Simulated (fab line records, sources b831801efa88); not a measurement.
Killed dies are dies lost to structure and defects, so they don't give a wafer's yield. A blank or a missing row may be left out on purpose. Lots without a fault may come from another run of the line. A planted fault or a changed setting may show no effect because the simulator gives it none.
Which tool did it? | flow gf180mcu | 15 lots, 45 wafers sampled, at 6 steps of a route of 602

WHAT THE GAUGES READ, wafer by wafer
GF_HV_LDD_TW_MEAS_38.
lot  | measured     | on            | HV_LDD_3_TW
L559 | day 11 12:17 | film_metro-01 | 1426 1424 1416
L561 | day 12 01:12 | film_metro-03 | 1438 1434 1429
L563 | day 12 22:19 | film_metro-03 | 1431 1427 1422
L566 | day 13 23:50 | film_metro-04 | 1426 1426 1441
L567 | day 14 04:13 | film_metro-04 | 1298 1297 1306 1297 1301 1308
L568 | day 14 15:55 | film_metro-01 | 1308 1311 1305 1308 1308 1308
L569 | day 14 20:58 | film_metro-03 | 1305 1309 1312 1317 1314 1312
L571 | day 15 11:16 | film_metro-04 | 1440 1441 1435
L573 | day 16 03:04 | film_metro-03 | 1441 1443 1434
L575 | day 16 16:44 | film_metro-01 | 1419 1411 1406
L577 | day 17 14:10 | film_metro-03 | 1448 1446 1442
L579 | day 18 02:10 | film_metro-04 | 1427 1425 1419
L580 | day 18 09:33 | film_metro-03 | 1445 1445 1444
L581 | day 18 15:00 | film_metro-03 | 1445 1450 1447
L582 | day 19 11:16 | film_metro-01 | 1422 1427 1422

GF_HV_LDD_OVL_MEAS_47.
lot  | measured     | on         | HV_LDD_03_OVL (nm)
L559 | day 12 06:44 | overlay-02 | -0.9 -1.7 -1.0
L561 | day 12 21:17 | overlay-01 | 0.5 2.7 1.4
L563 | day 13 18:16 | overlay-02 | 0.4 -2.0 -1.1
L566 | day 14 20:14 | overlay-01 | 0.5 0.2 0.9
L567 | day 15 00:56 | overlay-02 | -0.5 0.3 -1.5
L568 | day 15 12:26 | overlay-01 | 2.8 1.8 0.0
L569 | day 15 18:53 | overlay-01 | 0.6 1.0 0.5
L571 | day 16 09:53 | overlay-01 | -1.9 -0.3 -0.6
L573 | day 17 01:50 | overlay-01 | 1.4 1.8 1.5
L575 | day 17 14:37 | overlay-02 | -1.5 -2.0 -1.4
L577 | day 18 13:01 | overlay-02 | -0.6 -1.7 -2.7
L579 | day 19 01:19 | overlay-02 | 0.0 -0.6 -1.2
L580 | day 19 08:19 | overlay-02 | -0.5 -0.3 -2.3
L581 | day 19 14:26 | overlay-02 | -2.5 -3.0 -2.7
L582 | day 20 11:31 | overlay-01 | 0.6 -0.1 -0.3

GF_HV_LDD_RS_MEAS_53: measures by four-point-probe.
lot  | measured     | on            | HV_LDD_RS (ohm/sq)
L559 | day 12 07:14 | film_metro-04 | 416.4 416.8 416.7
L561 | day 12 21:44 | film_metro-03 | 417.5 418.1 417.3
L563 | day 13 18:47 | film_metro-03 | 418.2 418.2 419.1
L566 | day 14 20:44 | film_metro-01 | 416.4 417.4 417.7
L567 | day 15 01:23 | film_metro-03 | 440.1 439.5 440.9 440.4 439.4 440.0
L568 | day 15 12:55 | film_metro-01 | 439.0 438.3 438.9 439.7 437.5 438.7
L569 | day 15 19:22 | film_metro-04 | 440.1 440.4 439.3 439.6 440.4 439.4
L571 | day 16 10:20 | film_metro-04 | 419.0 416.5 417.4
L573 | day 17 02:22 | film_metro-01 | 416.6 418.3 417.8
L575 | day 17 15:05 | film_metro-01 | 417.5 418.9 419.3
L577 | day 18 13:29 | film_metro-01 | 417.5 417.5 416.8
L579 | day 19 01:47 | film_metro-03 | 416.3 417.1 417.0
L580 | day 19 08:47 | film_metro-04 | 417.7 418.3 418.3
L581 | day 19 14:55 | film_metro-03 | 418.6 419.9 419.0
L582 | day 20 11:59 | film_metro-04 | 419.0 420.6 420.3

GF_NSD_CD_MEAS_07: target cd 400 nm.
lot  | measured     | on        | cd_nm (nm)
L559 | day 13 06:06 | cd_sem-01 | 400.2 398.6 400.1
L561 | day 13 21:31 | cd_sem-02 | 398.9 398.2 400.0
L563 | day 14 18:18 | cd_sem-01 | 396.5 399.5 398.3
L566 | day 15 20:57 | cd_sem-02 | 400.4 401.7 400.8
L571 | day 17 10:43 | cd_sem-02 | 398.6 398.5 398.2
L573 | day 18 04:03 | cd_sem-02 | 397.4 399.6 399.3
L575 | day 18 18:42 | cd_sem-02 | 394.7 398.0 398.2
L577 | day 19 15:28 | cd_sem-01 | 400.0 397.0 400.6
L579 | day 20 04:07 | cd_sem-01 | 402.1 401.2 401.6
L580 | day 20 11:25 | cd_sem-02 | 399.9 399.3 397.6
L581 | day 20 17:46 | cd_sem-01 | 398.8 399.3 399.9
L582 | day 21 14:50 | cd_sem-01 | 403.9 400.0 401.0

GF_PSD_CD_MEAS_07: target cd 400 nm.
lot  | measured     | on        | cd_nm (nm)
L559 | day 14 02:48 | cd_sem-01 | 403.2 402.5 403.2
L561 | day 14 18:37 | cd_sem-01 | 398.5 396.2 396.8
L563 | day 15 16:04 | cd_sem-01 | 397.3 399.0 398.4
L566 | day 16 19:57 | cd_sem-02 | 404.1 402.8 403.1
L571 | day 18 09:16 | cd_sem-02 | 404.7 403.6 402.1
L573 | day 19 03:55 | cd_sem-01 | 398.5 397.3 397.1
L575 | day 19 18:31 | cd_sem-02 | 399.4 402.2 400.5
L577 | day 20 16:07 | cd_sem-02 | 399.3 398.5 399.3
L579 | day 21 04:30 | cd_sem-02 | 398.8 398.1 399.7
L580 | day 21 11:03 | cd_sem-01 | 402.2 405.8 404.2
L581 | day 21 17:55 | cd_sem-02 | 402.3 397.9 399.8
L582 | day 22 14:43 | cd_sem-01 | 406.0 407.4 405.6

WHICH TOOL RAN EACH LOT (tool, then ch and the chambers of the sampled wafers, then the start)
lot  | GF_HV_LDD_IMPLANT_33
L559 | implanter-03 ch 0, day 11 11:37
L561 | implanter-03 ch 0, day 12 00:30
L563 | implanter-04 ch 0, day 12 21:37
L566 | implanter-03 ch 0, day 13 23:10
L567 | implanter-04, day 14 03:31
L568 | implanter-04, day 14 15:14
L569 | implanter-03, day 14 20:17
L571 | implanter-03 ch 0, day 15 10:34
L573 | implanter-03 ch 0, day 16 02:22
L575 | implanter-04 ch 0, day 16 16:02
L577 | implanter-03 ch 0, day 17 13:28
L579 | implanter-02 ch 0, day 18 01:28
L580 | implanter-03 ch 0, day 18 08:51
L581 | implanter-03 ch 0, day 18 14:17
L582 | implanter-04 ch 0, day 19 10:34
- GF_HV_LDD_IMPLANT_33

WHAT THE TOOLS THEMSELVES READ (means of the sampled wafers that have a number; where no wafer has one, the mark that the record gives instead)
GF_HV_LDD_IMPLANT_33.
lot  | tool         | beam_energy_keV | beam_on_s (s)
L559 | implanter-03 | 60.004          | 10.23
L561 | implanter-03 | 59.978          | 10.05
L563 | implanter-04 | 59.997          | 10.10
L566 | implanter-03 | 59.965          | 10.13
L567 | implanter-04 | -               | -
L568 | implanter-04 | -               | -
L569 | implanter-03 | -               | -
L571 | implanter-03 | 59.989          | 10.05
L573 | implanter-03 | 60.022          | 9.94
L575 | implanter-04 | 60.007          | 10.04
L577 | implanter-03 | 59.975          | 10.10
L579 | implanter-02 | 59.986          | 9.85
L580 | implanter-03 | 59.986          | 10.13
L581 | implanter-03 | 59.987          | 10.16
L582 | implanter-04 | 59.978          | 9.93

THE ANSWER, worked out from the rows above alone
Rule: what is usual is taken from the lots themselves. Put in order of their means at a reading, lots are off if they are a third of the lots or fewer, leave a main group of 4 or more, and stand apart from it by a gap of 3 or more times the standard deviation of the main group's means; of several such gaps the widest counts. A main group whose means are all the same, to the digits that the tables above print for the reading, isn't used. A lot without any number at a reading at which 4 lots or more have one is off too. The other lots that the step has rows for count as sound. The gauges are gone through in route order, then the tools' own readings, and for those a lot's mean is taken as printed above. The first step at which some lot is off is used, and at that step the reading that is off furthest; a lot without a number counts as furthest.
Off: L567, L568, L569, at GF_HV_LDD_TW_MEAS_38 (HV_LDD_3_TW). The main group: mean 1432, standard deviation 11.
A tool fits if, at a process step before that reading, it ran every lot that is off, and no sound lot after the first of them. The gauges at GF_HV_LDD_TW_MEAS_38 aren't tried: what is off there is off at GF_HV_LDD_IMPLANT_33 too, on other tools, and a gauge's error can't cause that. None of those tried fits.

WHAT THE SIMULATOR HAD PUT IN
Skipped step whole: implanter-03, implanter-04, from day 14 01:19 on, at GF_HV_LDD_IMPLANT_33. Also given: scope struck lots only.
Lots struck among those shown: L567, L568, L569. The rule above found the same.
